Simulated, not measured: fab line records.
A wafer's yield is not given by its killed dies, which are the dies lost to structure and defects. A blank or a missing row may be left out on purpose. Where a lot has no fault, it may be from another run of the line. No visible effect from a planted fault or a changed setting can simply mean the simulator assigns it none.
Comparing a struck lot with a sound one	flow gf180mcu	20 steps out of a route of 602
Sound: wafers L758.2, L758.4, L758.6. Wafers struck: L764.2, L764.3, L764.4. The cause comes at the end.
Order at every step that has rows: each side's tool, ch and its chambers, its first start. Under that, the readings that differ: sound wafers	struck wafers	difference of the means	sigmas: that difference in standard deviations of wafers without a fault.
alike: same words and numbers on both sides, and readings whose means sit less than 2 such deviations apart. not compared: any withheld reading, any reading some wafer has no value for, any bound like >300 that may hide the same value, and any number with overlapping values for which the record gives no deviation.
A row with sigmas, a row that says differs or no value, or rows on one side alone: a step with any of these is where the two part. Numbers that have no deviation but don't overlap get no sigmas and don't part them. A reading missing from all wafers of one side parts the sides only when that side holds two or more wafers.

first, 6 steps without rows for these wafers: GF_M3_HMDS_08 (prime time 60 s); GF_M3_COAT_09 (resist thk 1000 nm); GF_M3_SOFTBAKE_10 (time 60 s); GF_M3_EXPOSE_11 (exposes mask Metal3, target cd 280 nm); GF_M3_PEB_12 (peb time 90 s); GF_M3_DEVELOP_13 (develop time 60 s).
GF_M3_CD_MEAS_14 targets a cd of 280 nm.
  sound on cd-sem-01, day 21 08:59; struck on cd-sem-02, day 23 16:14
  alike: cd-nm
GF_M3_OVL_MEAS_15:
  sound on overlay-02, day 21 09:06; struck on overlay-01, day 23 16:20
  alike: M3_OVL
GF_M3_METAL_ETCH_16: etches the open film in Cl2/BCl3, stops on SiO2, target depth 750.8 nm, time 125.1 s.
  sound on rie-metal-04 ch 1, day 21 09:08; struck on rie-metal-04 ch 0,1, day 23 16:22
  alike: drypump-motor-current-A, oes-product-au, throttle-valve-pct
  not compared: rf-hours-counter-h
GF_M3_STRIP_17: strips in O2/N2.
  sound on plasma-asher-03 ch 0,1, day 21 09:16; struck on plasma-asher-04 ch 0,1, day 23 16:29
  alike: drypump-motor-current-A, heater-power-w, n2-flow-sccm, oes-product-au, strip-time-to-endpoint-s
  not compared: rf-hours-counter-h
then, 2 steps without rows for these wafers: GF_M3_STRIP_18 (strips in post etch residue remover, time 1200 s); GF_M3_CLEAN_19 (cleans in DIW).
GF_V3_CVD_00: deposits SiO2, target thk 600 nm, time 100 s.
  sound on hdpcvd-02 ch 1,2, day 21 09:47; struck on hdpcvd-01 ch 0,1,2, day 23 17:18
GF_V3_THK_MEAS_01:
  sound on film-metro-02, day 21 09:52; struck on film-metro-02, day 23 17:26
reading	sound	struck	difference	sigmas
V3_CVD_00_THK (nm)	600 599 601	1215 1206 1200	+607	+99 or more
GF_V3_CVD_02: deposits SiO2 from TEOS, target thk 850 nm, time 94.851 s.
  sound on pecvd-02 ch 0,2, day 21 09:55; struck on pecvd-04 ch 1,2, day 23 17:29
  alike: heater-power-w
GF_V3_THK_MEAS_03:
  sound on film-metro-01, day 21 10:00; struck on film-metro-01, day 23 17:34
  alike: V3_CVD_02_THK
GF_V3_CMP_04: polishes SiO2.
  sound on cmp-01 ch 0,2,3, day 21 10:09; struck on cmp-02 ch 1,2,3, day 23 17:37
  alike: motor-current-A, time-to-endpoint-s
GF_V3_BOW_MEAS_05:
  sound on film-metro-02, day 21 10:22; struck on film-metro-04, day 23 17:56
reading	sound	struck	difference	sigmas
V3_BOW (um)	117 113 105	148 147 139	+33	+3
then, 2 steps without rows for these wafers: GF_V3_DEHYDRATE_06 (time 60 s); GF_PASSIVATION_PROBE_99.

== WHERE THEY PART ==
Earliest at GF_V3_THK_MEAS_01; latest, in this record, at GF_V3_BOW_MEAS_05.

WHY: whatever the simulator had introduced
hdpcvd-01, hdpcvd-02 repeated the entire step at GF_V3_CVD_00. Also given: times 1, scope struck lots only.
